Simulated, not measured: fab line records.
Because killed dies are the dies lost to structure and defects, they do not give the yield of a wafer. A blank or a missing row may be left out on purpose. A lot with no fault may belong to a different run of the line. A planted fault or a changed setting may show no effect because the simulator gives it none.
A struck lot beside a sound one :: flow sky130 :: 14 out of 708 route steps
Sound: the wafers L164.3, L164.4, L164.6. The struck wafers were L162.2, L162.4, L162.6. The cause comes at the end.
Each step with rows lists, per side, the tool, then ch with its chambers, then its first start. Under that, the readings that differ: sound wafers :: struck wafers :: difference of the means :: sigmas: that difference in standard deviations of wafers without a fault.
alike: a reading whose means differ by less than 2 such deviations, as well as words and numbers matching on both sides. not compared: withheld readings; readings where some wafer has no value; bounds like >300 that might hide an equal value; numbers whose values overlap and for which the record gives no deviation.
A row with sigmas, a row that says differs or no value, or rows on one side alone: a step with any of these is where the two part. Numbers that have no deviation but don't overlap get no sigmas and don't part them. A reading that every wafer of one side lacks parts them only if that side has two wafers or more.

SKY_METAL5_STRIP_16: strips in O2/N2.
  sound on plasma asher-02 ch 0,1, day 48 19:38; struck on plasma asher-02 ch 0, day 48 00:50
  alike: chamber pressure mTorr, drypump motor current A, oes product au, strip time to endpoint s
  not compared: rf hours counter h
then, 3 steps without rows for these wafers: SKY_METAL5_STRIP_17 (strips in post etch residue remover, time 1200 s); SKY_METAL5_CLEAN_18 (cleans in IPA, time 180 s); SKY_METAL5_CLEAN_19 (cleans in O3/DIW).
SKY_PASSIVATION_CVD_00: deposits SiO2, target thk 90 nm.
  sound on pecvd-04 ch 0,1, day 48 20:11; struck on pecvd-01 ch 0,2, day 48 01:25
  alike: heater power w
SKY_PASSIVATION_THK_MEAS_01:
  sound on film metro-03, day 48 20:14; struck on film metro-02, day 48 01:28
  alike: PASSIVATION_CVD_00_THK
SKY_PASSIVATION_CVD_02: deposits Si3N4, target thk 540 nm.
  sound on pecvd-01 ch 0,1, day 48 20:16; struck on pecvd-04 ch 0,2, day 48 01:31
  alike: heater power w
SKY_PASSIVATION_THK_MEAS_03:
  sound on film metro-03, day 48 20:31; struck on film metro-01, day 48 01:44
  alike: PASSIVATION_CVD_02_THK
then, 4 steps without rows for these wafers: SKY_PASSIVATION_DEHYDRATE_04 (time 60 s); SKY_PASSIVATION_HMDS_05 (prime time 60 s); SKY_PASSIVATION_COAT_06 (resist thk 3000 nm); SKY_PASSIVATION_SOFTBAKE_07.
SKY_PASSIVATION_EXPOSE_08: exposes mask NSM, target cd 3000 nm.
  sound on iline stepper-02 ch 0, day 49 05:52; struck on iline stepper-02, day 48 11:34
  no value came back on the struck wafers for exposure dose mJ cm2, focus offset nm (nm); on the sound wafers exposure dose mJ cm2 reads 260.1 260.2 260.5
  alike: mask
following that, these wafers have no rows for 1 step: SKY_PASSIVATION_PEB_09.

## WHERE THEY PART
Only at SKY_PASSIVATION_EXPOSE_08, as far as this record shows.

WHY: what the simulator had put in
At SKY_PASSIVATION_EXPOSE_08, the step was skipped entirely on iline stepper-02 from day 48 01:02 on. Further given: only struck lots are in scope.
